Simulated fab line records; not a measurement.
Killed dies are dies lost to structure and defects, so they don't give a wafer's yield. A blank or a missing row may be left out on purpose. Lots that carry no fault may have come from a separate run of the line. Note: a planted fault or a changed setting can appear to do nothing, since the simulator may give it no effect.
fab line records	flow sky130
[record] lots = 11	wafers = 33	last_day = 50
route steps=708 shown FIELD_ISO@24 PWDE@54 VT_ADJUST_HVTP@95 VT_ADJUST_LVTN@106 SPACER@306 PAD_OPEN@708
lots with no fault: from the same line, run without faults
start_h: the number of hours between the record's first day and the start of the first shown wafer of the lot	wait_h: time in hours since the lot's previous step	" the same as in the row above	L1.1+2: a single row standing in for several wafers	- no value, or no start given	* or withheld: withheld	< > ~ a bound
route shown NAME@n: NAME is a module with steps in the file, n the number in the route of the first one	usual: average and standard deviation across the fault-free wafers	same: alike in all rows	chamber/n: place in a boat	sites: readings site by site	_std_site: the values' standard deviation	_edge_site: outer sites' mean less inner sites'	radius_mm: for every site, how far away it sits from the centre of the wafer	mask NAME#n: copy n	behind: the last tool/chamber to shape the wafer	hold: the reason the lot was held/the length of the hold in hours/how it ended	device: transistor that didn't switch, given as n, p or np	end of line: tests run on the same wafers once the route is complete	a step given without rows: its recipe and nothing more	killed: dies that structure and defects cost at the first sort, which is not the same as the wafer's yield	map: shows each die of a wafer: x if killed, . if not, _ if none is there
set.NAME: the run value of the setting; set.NAME@STEP: its run value at that earlier step	model.NAME: the simulator's own value behind a step, which no gauge read
route steps across a sampled set of lots; one table per step, one row per wafer
services: the hour from which a tool's chamber was out of use, counted from the record's first day as start_h (under 0 if before that day), plus the number of hours and why
[[steps]]
[step SKY_FIELD_ISO_THK_MEAS_23]
[recipe] reads = SiO2_of_FIELD_ISO_OXIDATION_22
[usual] FIELD_ISO_OXIDATION_01_THK = 10.03/0.18
lot.wafer	tool	chamber	start_h	wait_h	FIELD_ISO_OXIDATION_01_THK[nm]
L474.2	film_metro-01	-	34.92	0.0	9.79
L474.3	"	-	"	"	9.97
L474.6	"	-	"	"	10.04
L479.1	film_metro-01	-	68.84	0.0	9.75
L479.2	"	-	"	"	9.84
L479.5	"	-	"	"	9.79
L480.1	film_metro-01	-	68.90	0.1	9.84
L480.4	"	-	"	"	9.93
L480.6	"	-	"	"	9.95
L482.3	film_metro-01	-	78.67	0.0	9.83
L482.4	"	-	"	"	9.99
L482.5	"	-	"	"	9.93
L483.2	film_metro-03	-	87.21	0.0	10.25
L483.3	"	-	"	"	10.23
L483.6	"	-	"	"	10.00
L484.2	film_metro-01	-	87.81	0.0	9.87
L484.3	"	-	"	"	9.82
L484.6	"	-	"	"	9.83
L486.2	film_metro-03	-	99.22	0.0	9.79
L486.4	"	-	"	"	9.87
L486.6	"	-	"	"	9.89
L490.1	film_metro-03	-	118.77	0.0	10.27
L490.2	"	-	"	"	10.26
L490.4	"	-	"	"	10.07
L492.3	film_metro-03	-	130.58	0.0	9.97
L492.4	"	-	"	"	10.00
L492.5	"	-	"	"	9.97
L495.2	film_metro-01	-	148.16	0.0	10.23
L495.5	"	-	"	"	10.11
L495.6	"	-	"	"	10.20
L496.1	film_metro-01	-	150.58	0.0	10.02
L496.2	"	-	"	"	9.86
L496.6	"	-	"	"	9.74
[step SKY_PWDE_STRIP_09]
[recipe] chemistry = O2/N2	power_w = 1400	pressure_mtorr = 1500	platen_temp_c = withheld	o2_flow_sccm = 3000	n2_flow_sccm = 300	overash_fraction = 0.5
[usual] chamber_pressure_mTorr = 1499.9/1.4	drypump_motor_current_A = 5.6/0.5	oes_product_au = 0.723/0.0043	strip_time_to_endpoint_s = 36.98/0.11
lot.wafer	tool	chamber	start_h	wait_h	chamber_pressure_mTorr	drypump_motor_current_A	oes_product_au	rf_hours_counter_h	strip_time_to_endpoint_s
L474.2	plasma_asher-03	1	71.40	0.1	1498.6	5.3	0.730	39	37.12
L474.3	"	0	"	"	1500.0	5.2	0.722	-	37.14
L474.6	"	1	"	"	1499.2	5.3	0.719	-	37.17
L479.1	plasma_asher-03	1	108.80	0.1	1502.3	5.3	0.724	42	37.07
L479.2	"	0	"	"	1500.0	5.2	0.721	42	36.86
L479.5	"	1	"	"	1502.0	5.3	0.722	-	36.95
L480.1	plasma_asher-04	0	109.15	0.1	1499.5	5.2	0.723	41	37.14
L480.4	"	1	"	"	1500.3	5.9	0.714	-	37.09
L480.6	"	0	"	"	1499.8	5.2	0.726	-	36.94
L482.3	plasma_asher-01	1	119.83	0.1	1502.2	6.7	0.716	-	36.85
L482.4	"	0	"	"	1499.4	5.8	0.725	-	36.72
L482.5	"	1	"	"	1498.8	6.7	0.724	-	36.82
L483.2	plasma_asher-03	1	128.78	0.1	1501.3	5.3	0.728	44	37.00
L483.3	"	0	"	"	1501.4	5.2	0.718	-	37.07
L483.6	"	0	"	"	1500.6	5.3	0.726	-	37.01
L484.2	plasma_asher-04	0	129.48	0.1	1499.3	5.2	0.725	43	36.95
L484.3	"	1	"	"	1500.7	5.9	0.721	-	36.99
L484.6	"	1	"	"	1497.6	5.9	0.720	-	36.93
L486.2	plasma_asher-01	0	140.58	0.1	1500.0	5.8	0.725	33	37.11
L486.4	"	0	"	"	1501.1	5.8	0.727	-	37.12
L486.6	"	0	"	"	1500.1	5.8	0.720	-	37.00
L490.1	plasma_asher-04	0	162.30	0.1	1501.5	5.2	0.717	47	37.06
L490.2	"	1	"	"	1500.1	5.9	0.719	47	36.99
L490.4	"	0	"	"	1497.1	5.2	0.723	-	37.06
L492.3	plasma_asher-03	1	176.48	0.1	1500.6	5.3	0.728	-	36.96
L492.4	"	0	"	"	1497.7	5.2	0.727	-	37.03
L492.5	"	0	"	"	1499.1	5.3	0.720	-	36.93
L495.2	plasma_asher-04	0	201.60	0.1	1500.5	5.2	0.723	50	36.89
L495.5	"	0	"	"	1502.0	5.2	0.724	-	36.82
L495.6	"	1	"	"	1501.7	5.9	0.724	-	36.72
L496.1	plasma_asher-03	1	202.08	0.1	1501.1	5.3	0.714	50	36.80
L496.2	"	0	"	"	1499.7	5.3	0.717	50	36.74
L496.6	"	0	"	"	1498.2	5.3	0.719	-	36.74
[step SKY_VT_ADJUST_HVTP_STRIP_10]
[recipe] chemistry = O2/N2	power_w = 1400	pressure_mtorr = 1500	platen_temp_c = withheld	o2_flow_sccm = 3000	n2_flow_sccm = 300	overash_fraction = 0.5
[usual] chamber_pressure_mTorr = 1500.1/1.2	drypump_motor_current_A = 5.9/0.44	oes_product_au = 0.716/0.0041	strip_time_to_endpoint_s = 14.20/0.041
lot.wafer	tool	chamber	start_h	wait_h	chamber_pressure_mTorr	drypump_motor_current_A	oes_product_au	rf_hours_counter_h	strip_time_to_endpoint_s
L474.2	plasma_asher-04	1	125.52	0.1	1500.1	5.9	0.710	43	14.21
L474.3	"	1	"	"	1500.9	5.9	0.711	-	14.20
L474.6	"	1	"	"	1499.9	5.9	0.718	-	14.25
L479.1	plasma_asher-02	1	166.70	0.1	1499.1	5.7	0.718	5	14.24
L479.2	"	0	"	"	1500.3	5.9	0.712	5	14.19
L479.5	"	1	"	"	1499.6	5.7	0.713	-	14.20
L480.1	plasma_asher-01	0	167.70	0.1	1502.1	5.8	0.714	36	14.24
L480.4	"	0	"	"	1500.7	5.8	0.715	-	14.24
L480.6	"	1	"	"	1500.9	6.8	0.719	-	14.28
L482.3	plasma_asher-04	0	181.10	0.1	-	-	-	-	-
L482.4	"	1	"	"	-	-	-	-	-
L482.5	"	1	"	"	-	-	-	-	-
L483.2	plasma_asher-04	0	189.52	0.1	-	-	-	-	-
L483.3	"	0	"	"	-	-	-	-	-
L483.6	"	0	"	"	-	-	-	-	-
L484.2	plasma_asher-02	1	190.27	0.1	-	-	-	-	-
L484.3	"	1	"	"	-	-	-	-	-
L484.6	"	0	"	"	-	-	-	-	-
L486.2	plasma_asher-02	0	202.05	0.1	1500.9	5.9	0.717	9	14.15
L486.4	"	1	"	"	1501.1	5.7	0.718	-	14.20
L486.6	"	1	"	"	1499.7	5.7	0.719	-	14.14
L490.1	plasma_asher-02	0	226.67	0.1	1500.1	6.0	0.714	11	14.17
L490.2	"	1	"	"	1500.3	5.7	0.717	11	14.20
L490.4	"	0	"	"	1502.7	5.9	0.716	-	14.17
L492.3	plasma_asher-04	1	243.28	0.1	1500.9	5.9	0.716	-	14.20
L492.4	"	0	"	"	1498.1	5.2	0.715	-	14.22
L492.5	"	0	"	"	1500.8	5.2	0.716	-	14.18
L495.2	plasma_asher-02	1	271.77	0.1	1497.6	5.7	0.714	16	14.18
L495.5	"	1	"	"	1500.6	5.8	0.709	-	14.16
L495.6	"	0	"	"	1501.1	5.9	0.721	-	14.23
L496.1	plasma_asher-02	1	272.97	0.1	1497.2	5.7	0.715	16	14.19
L496.2	"	0	"	"	1502.2	6.0	0.710	16	14.16
L496.6	"	0	"	"	1499.7	6.0	0.712	-	14.13
[step SKY_VT_ADJUST_LVTN_STRIP_09]
[recipe] chemistry = O2/N2	power_w = 1400	pressure_mtorr = 1500	platen_temp_c = withheld	o2_flow_sccm = 3000	n2_flow_sccm = 300	overash_fraction = 0.5
[usual] chamber_pressure_mTorr = 1499.8/1.4	drypump_motor_current_A = 5.9/0.53	oes_product_au = 0.722/0.0047	strip_time_to_endpoint_s = 36.88/0.11
lot.wafer	tool	chamber	start_h	wait_h	chamber_pressure_mTorr	drypump_motor_current_A	oes_product_au	rf_hours_counter_h	strip_time_to_endpoint_s
L474.2	plasma_asher-03	0	145.05	0.1	1501.5	5.2	0.723	45	36.82
L474.3	"	1	"	"	1496.5	5.3	0.728	-	36.88
L474.6	"	1	"	"	1498.9	5.3	0.722	-	36.96
L479.1	plasma_asher-02	0	187.65	0.1	1500.8	5.9	0.714	7	36.74
L479.2	"	1	"	"	1498.7	5.7	0.716	7	36.77
L479.5	"	0	"	"	1500.4	5.9	0.722	-	36.72
L480.1	plasma_asher-01	0	188.88	0.1	1499.2	5.8	0.732	38	36.69
L480.4	"	0	"	"	1501.3	5.8	0.725	-	36.75
L480.6	"	0	"	"	1499.5	5.8	0.721	-	36.68
L482.3	plasma_asher-01	0	201.76	0.1	1499.1	5.9	0.730	-	53.76
L482.4	"	1	"	"	1499.2	6.7	0.726	-	53.71
L482.5	"	0	"	"	1501.4	5.9	0.728	-	53.79
L483.2	plasma_asher-03	1	210.35	0.1	1499.5	5.3	0.728	51	53.86
L483.3	"	1	"	"	1498.7	5.3	0.723	-	53.93
L483.6	"	1	"	"	1498.4	5.3	0.730	-	53.85
L484.2	plasma_asher-01	0	211.98	0.1	1499.6	5.8	0.725	40	53.61
L484.3	"	0	"	"	1497.3	5.8	0.724	-	53.60
L484.6	"	1	"	"	1500.8	6.7	0.721	-	53.55
L486.2	plasma_asher-02	1	224.63	0.1	1500.7	5.7	0.716	11	36.94
L486.4	"	1	"	"	1500.5	5.7	0.723	-	36.92
L486.6	"	0	"	"	1498.6	6.0	0.729	-	36.74
L490.1	plasma_asher-01	1	249.43	0.1	1498.4	6.8	0.725	44	36.88
L490.2	"	0	"	"	1500.8	5.8	0.719	44	36.95
L490.4	"	1	"	"	1499.3	6.8	0.723	-	36.90
L492.3	plasma_asher-03	0	266.48	0.1	1500.5	5.2	0.720	-	36.67
L492.4	"	1	"	"	1499.7	5.3	0.728	-	36.62
L492.5	"	1	"	"	1498.4	5.3	0.728	-	36.85
L495.2	plasma_asher-03	0	297.75	0.1	1501.7	5.2	0.727	60	37.00
L495.5	"	0	"	"	1497.5	5.2	0.725	-	36.86
L495.6	"	1	"	"	1498.9	5.3	0.716	-	36.92
L496.1	plasma_asher-01	0	298.93	0.1	1499.4	5.8	0.722	48	36.89
L496.2	"	1	"	"	1501.7	6.7	0.719	48	36.80
L496.6	"	0	"	"	1500.1	5.8	0.723	-	36.83
[step SKY_VT_ADJUST_LVTN_TW_MEAS_10]
[usual] VT_ADJUST_LVTN_TW = 242.6/0.96
lot.wafer	tool	chamber	start_h	wait_h	hold	VT_ADJUST_LVTN_TW
L474.2	film_metro-03	-	145.26	0.2	-	242.5
L474.3	"	-	"	"	-	244.1
L474.6	"	-	"	"	-	242.2
L479.1	film_metro-02	-	187.75	0.1	-	244.4
L479.2	"	-	"	"	-	242.2
L479.5	"	-	"	"	-	243.2
L480.1	film_metro-02	-	188.98	0.1	-	243.9
L480.4	"	-	"	"	-	242.1
L480.6	"	-	"	"	-	243.5
L482.3	film_metro-02	-	201.85	0.1	await_dispo/0.2h/release	30.3
L482.4	"	-	"	"	await_dispo/0.2h/release	30.3
L482.5	"	-	"	"	await_dispo/0.2h/release	30.4
L482.3	film_metro-02	-	202.08	0.2	-	30.4
L482.4	"	-	"	"	-	30.3
L482.5	"	-	"	"	-	30.2
L483.2	film_metro-03	-	210.46	0.1	await_dispo/0.2h/release	30.2
L483.3	"	-	"	"	await_dispo/0.2h/release	30.4
L483.6	"	-	"	"	await_dispo/0.2h/release	30.1
L483.2	film_metro-03	-	210.69	0.2	-	30.3
L483.3	"	-	"	"	-	30.2
L483.6	"	-	"	"	-	30.3
L484.2	film_metro-02	-	212.09	0.1	await_dispo/0.2h/release	30.2
L484.3	"	-	"	"	await_dispo/0.2h/release	30.3
L484.6	"	-	"	"	await_dispo/0.2h/release	30.2
L484.2	film_metro-02	-	212.32	0.2	-	30.3
L484.3	"	-	"	"	-	30.3
L484.6	"	-	"	"	-	30.2
L486.2	film_metro-03	-	224.84	0.2	-	240.8
L486.4	"	-	"	"	-	242.7
L486.6	"	-	"	"	-	241.2
L490.1	film_metro-02	-	249.53	0.1	-	243.0
L490.2	"	-	"	"	-	242.3
L490.4	"	-	"	"	-	241.9
L492.3	film_metro-02	-	266.57	0.1	-	243.3
L492.4	"	-	"	"	-	241.8
L492.5	"	-	"	"	-	241.8
L495.2	film_metro-03	-	297.86	0.1	-	241.4
L495.5	"	-	"	"	-	241.8
L495.6	"	-	"	"	-	241.3
L496.1	film_metro-02	-	299.06	0.1	-	244.6
L496.2	"	-	"	"	-	243.7
L496.6	"	-	"	"	-	242.8
[step SKY_SPACER_ETCHBACK_02]
[recipe] chemistry = CH3F/O2	target = Si3N4	stop_on = SiO2	source_w = 400	bias_w = 80	pressure_mtorr = 25	ch3f_flow_sccm = 40	O2_flow_sccm = 30	time_s = 46.7	target_depth_a = 450
[usual] drypump_motor_current_A = 5.8/0.42	oes_product_au = 0.855/0.0063	throttle_valve_pct = 10.563/0.0088
lot.wafer	tool	chamber	start_h	wait_h	drypump_motor_current_A	oes_product_au	rf_hours_counter_h	throttle_valve_pct
L474.2	rie_diel-02	3	533.58	0.0	6.3	0.863	0	10.572
L474.3	"	0	"	"	5.6	0.861	0	10.559
L474.6	"	3	"	"	6.3	0.864	-	10.577
L479.1	rie_diel-02	3	589.45	0.1	6.3	0.852	1	10.566
L479.2	"	2	"	"	5.1	0.856	2	10.573
L479.5	"	0	"	"	5.6	0.847	-	10.543
L480.1	rie_diel-04	3	594.89	0.1	6.4	0.856	2	10.564
L480.4	"	1	"	"	5.5	0.853	69	10.566
L480.6	"	1	"	"	5.5	0.867	-	10.555
L486.2	rie_diel-04	2	639.90	0.0	5.5	0.848	13	10.552
L486.4	"	2	"	"	5.5	0.842	-	10.569
L486.6	"	0	"	"	6.3	0.848	-	10.567
L490.1	rie_diel-04	2	672.53	0.1	5.5	0.854	14	10.562
L490.2	"	0	"	"	6.2	0.847	11	10.570
L490.4	"	1	"	"	5.5	0.851	0	10.556
L492.3	rie_diel-02	3	685.75	0.0	6.3	0.849	3	10.572
L492.4	"	3	"	"	6.3	0.844	-	10.570
L492.5	"	0	"	"	5.6	0.857	-	10.566
L495.2	rie_diel-02	1	724.13	0.0	5.9	0.852	31	10.565
L495.5	"	1	"	"	5.9	0.857	-	10.555
L495.6	"	2	"	"	5.1	0.852	-	10.565
L496.1	rie_diel-01	2	724.13	0.1	6.0	0.853	17	10.551
L496.2	"	1	"	"	5.8	0.853	13	10.557
L496.6	"	0	"	"	5.6	0.841	-	10.565
[step SKY_PAD_OPEN_PROBE_99]
[usual] defect_limited_yield = 82.4/1.9	killed_at_M0_to_M3 = 44/7.1	killed_at_M4_up = 3.5/2	killed_at_contacts = 24/5.3	killed_at_front_end = 15/4.8	killed_at_other = 0.1/0.35	killed_dies = 86/9.3	killed_open = 47/7.8	killed_short = 39/5.9	sort_bin_3_pad_short = 0.8/0.42	sort_bin_5_function = 10.3/1.4	sort_bin_6_memory = 6.4/1.1	sort_n_pass = 406/9.3	sort_yield_pct = 82.4/1.9
[same] gross_dies = 492	killed_at_back_side = 0	sort_bin_4_leakage[%] = 0	sort_bin_8_speed[%] = 0
lot.wafer	tool	chamber	start_h	wait_h	defect_limited_yield[%]	killed_at_M0_to_M3	killed_at_M4_up	killed_at_contacts	killed_at_front_end	killed_at_other	killed_dies	killed_open	killed_short	sort_bin_3_pad_short[%]	sort_bin_5_function[%]	sort_bin_6_memory[%]	sort_n_pass	sort_yield_pct[%]
L474.2	prober-02	-	1079.03	0.1	85.4	45	5	11	11	0	72	35	37	1.6	8.9	4.1	420	85.4
L474.3	prober-02	-	1079.08	0.2	82.3	47	3	24	13	0	87	44	43	0.8	11.8	5.1	405	82.3
L474.6	prober-02	-	1079.23	0.2	82.3	50	3	25	9	0	87	53	34	1.2	10.4	6.1	405	82.3
L492.3	prober-01	-	1179.86	0.2	80.3	47	5	27	17	1	97	56	41	0.2	11.8	7.7	395	80.3
L492.4	prober-01	-	1179.91	0.2	83.7	41	7	24	8	0	80	32	48	1.8	10.2	4.3	412	83.7
L492.5	prober-01	-	1179.96	0.2	82.5	39	1	32	14	0	86	37	49	1.2	10.0	6.3	406	82.5
// killed by level:class
L474.2 VIA1:geometric_particle:open=12 METAL1:geometric_particle:short=7 FIELD_ISO:geometric_particle:short=6 VIA2:geometric_particle:open=6 METAL2:geometric_particle:short=5 VIA1:geometric_particle:short=4 METAL4:geometric_particle:short=4 CONTACT:geometric_particle:open=3
L474.3 VIA1:geometric_particle:open=15 VIA1:geometric_particle:short=11 LI_CONTACT:geometric_particle:open=9 FIELD_ISO:geometric_particle:short=5 LOCAL_INTERCONNECT:geometric_particle:short=5 CONTACT:geometric_particle:open=5 METAL2:geometric_particle:short=4 METAL2:geometric_particle:open=3
L474.6 VIA1:geometric_particle:open=14 CONTACT:geometric_particle:open=12 METAL2:geometric_particle:short=7 VIA2:geometric_particle:open=6 LI_CONTACT:geometric_particle:open=5 METAL1:geometric_particle:short=5 VIA1:geometric_particle:short=5 VIA3:geometric_particle:open=5
L492.3 VIA1:geometric_particle:open=13 VIA2:geometric_particle:open=11 LI_CONTACT:geometric_particle:open=10 LOCAL_INTERCONNECT:geometric_particle:short=6 METAL2:geometric_particle:short=6 FIELD_ISO:geometric_particle:open=5 CONTACT:geometric_particle:open=5 CONTACT:geometric_particle:short=4
L492.4 LI_CONTACT:geometric_particle:open=7 VIA1:geometric_particle:short=7 VIA1:geometric_particle:open=7 VIA3:geometric_particle:open=6 METAL4:geometric_particle:short=6 CONTACT:geometric_particle:short=5 VIA3:geometric_particle:short=5 METAL1:geometric_particle:short=5
L492.5 LI_CONTACT:geometric_particle:open=10 METAL2:geometric_particle:short=10 CONTACT:geometric_particle:open=7 VIA1:geometric_particle:open=6 LOCAL_INTERCONNECT:geometric_particle:short=6 CONTACT:geometric_particle:short=6 METAL1:geometric_particle:short=6 FIELD_ISO:geometric_particle:short=4
[[services]]
tool	chamber	start_h	hours	kind
plasma_asher-01	-	48.49	2.7	repair
plasma_asher-04	-	78.17	0.7	repair
plasma_asher-02	-	108.75	9.0	pm
plasma_asher-04	-	119.11	3.1	repair
plasma_asher-03	-	129.11	7.5	repair
plasma_asher-03	-	129.39	0.3	repair
plasma_asher-03	-	130.32	1.3	repair
plasma_asher-02	-	172.07	0.6	repair
plasma_asher-01	-	206.10	2.0	repair
plasma_asher-01	-	222.45	2.2	repair
plasma_asher-04	-	275.75	6.4	repair
plasma_asher-03	-	280.02	3.1	repair
plasma_asher-01	-	281.04	9.8	repair
plasma_asher-02	-	311.62	1.4	repair
plasma_asher-03	-	319.78	14.6	pm
plasma_asher-02	-	324.56	1.8	repair
plasma_asher-02	-	357.47	2.8	pm
plasma_asher-04	-	421.25	9.0	pm
plasma_asher-02	-	426.38	9.4	repair
plasma_asher-01	-	470.62	7.4	repair
plasma_asher-01	-	579.19	2.9	repair
plasma_asher-03	-	592.93	2.7	repair
plasma_asher-03	-	624.80	6.1	repair
plasma_asher-03	-	626.74	1.1	repair
[[key]]
[first_sign] step = SKY_VT_ADJUST_HVTP_STRIP_10	reading = tool_record	direction = missing
[effect] step = SKY_VT_ADJUST_LVTN_STRIP_09	reading = strip_time_to_endpoint_s	direction = up	sigmas = 99+	usual = *	struck = *
[effect] step = SKY_VT_ADJUST_LVTN_TW_MEAS_10	reading = visit	direction = added
[effect] step = SKY_VT_ADJUST_LVTN_TW_MEAS_10	reading = VT_ADJUST_LVTN_TW	direction = down	sigmas = 99+	usual = 242.6	struck = 30.3
met_at SKY_VT_ADJUST_HVTP_STRIP_10
struck_lots L482,L483,L484
scrapped_behind SKY_VT_ADJUST_LVTN_TW_MEAS_10 L482.3,L482.4,L482.5,L483.2,L483.3,L483.6,L484.2,L484.3,L484.6
not_acting_at SKY_FIELD_ISO_THK_MEAS_23,SKY_PWDE_STRIP_09,SKY_SPACER_ETCHBACK_02
onset_between 166.70 181.10
[fault] kind = skipped_step_whole	tool = plasma_asher-02,plasma_asher-04	chamber = -	onset_h = 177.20	steps = SKY_VT_ADJUST_HVTP_STRIP_10	scope = struck_lots_only
